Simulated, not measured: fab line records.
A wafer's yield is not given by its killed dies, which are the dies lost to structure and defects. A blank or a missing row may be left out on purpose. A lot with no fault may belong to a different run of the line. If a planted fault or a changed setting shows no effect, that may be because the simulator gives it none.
A lot that was struck, set against a sound lot || flow gf180mcu || 15 out of 602 route steps
Sound: these wafers, L816.2, L816.4, L816.6. The struck wafers were L836.2, L836.3, L836.6. The cause is given at the end.
Each step with rows lists, per side, the tool, then ch with its chambers, then its first start. Under that, the readings that differ: sound wafers || struck wafers || difference of the means || sigmas: that difference in standard deviations of wafers without a fault.
alike: words and numbers the same on both sides, and readings whose means are apart by under 2 such deviations; not compared: readings that were withheld, readings missing a value for some wafer, numbers with overlapping values and no deviation given by the record, and bounds like >300 which may hide the same value.
A row with sigmas, a row that says differs or no value, or rows on one side alone: a step with any of these is where the two part. Numbers that have no deviation but don't overlap get no sigmas and don't part them. Lack of a reading on every wafer of one side parts them only where that side has two or more wafers.

first, 2 steps without rows for these wafers: GF_M2_CLEAN_19 (cleans in DIW); GF_V2_CVD_00 (deposits SiO2, target thk 600 nm, time 100 s).
GF_V2_THK_MEAS_01:
  struck on filmMetro-03, day 26 06:07; sound on filmMetro-02, day 19 06:18
  alike: V2_CVD_00_THK
GF_V2_CVD_02: deposits SiO2 from TEOS, target thk 850 nm, time 94.851 s.
  sound on pecvd-04 ch 1,2, day 19 06:21; struck on pecvd-03 ch 0,1, day 26 06:10
  alike: heaterPowerW, susceptorTempC
GF_V2_THK_MEAS_03:
  struck on filmMetro-01, day 26 06:14; sound on filmMetro-01, day 19 06:26
  alike: V2_CVD_02_THK
GF_V2_CMP_04: polishes SiO2.
  sound on cmp-01 ch 0,1, day 19 06:32; struck on cmp-01 ch 1,3, day 26 06:17
  alike: motorCurrentA, timeToEndpointS
GF_V2_BOW_MEAS_05:
  struck on filmMetro-01, day 26 06:37; sound on filmMetro-03, day 19 06:49
  alike: V2_BOW
then, 5 steps without rows for these wafers: GF_V2_DEHYDRATE_06 (time 60 s); GF_V2_HMDS_07 (prime time 60 s); GF_V2_COAT_08; GF_V2_COAT_09 (resist thk 1000 nm); GF_V2_SOFTBAKE_10 (time 60 s).
GF_V2_EXPOSE_11: exposes mask Via2, target cd 260 nm.
  sound on krfScanner-01 ch 0, day 19 19:08; struck on krfScanner-01 ch 0, day 26 17:04
{"reading": "model.V2.overlayXNm (nm)", "sound": "0.4955 0.4955 0.4955", "struck": "6.136 6.136 6.136", "difference": "+5.641", "sigmas": ""}
  alike: mask
then, 1 step without rows for these wafers: GF_V2_PEB_12 (peb time 90 s).
-- the record jumps here: 8 days lie between the struck wafers' starts before and after (it left off in module V2 and takes up again in module PASSIVATION, whose first step shown is number 602 of the route) --
GF_PASSIVATION_PROBE_99:
  the record has rows for the struck wafers here (prober-02, day 34 10:49) and none for the sound ones

WHERE THEY PART
GF_PASSIVATION_PROBE_99 only, going by this record.

WHY: what had been put in by the simulator
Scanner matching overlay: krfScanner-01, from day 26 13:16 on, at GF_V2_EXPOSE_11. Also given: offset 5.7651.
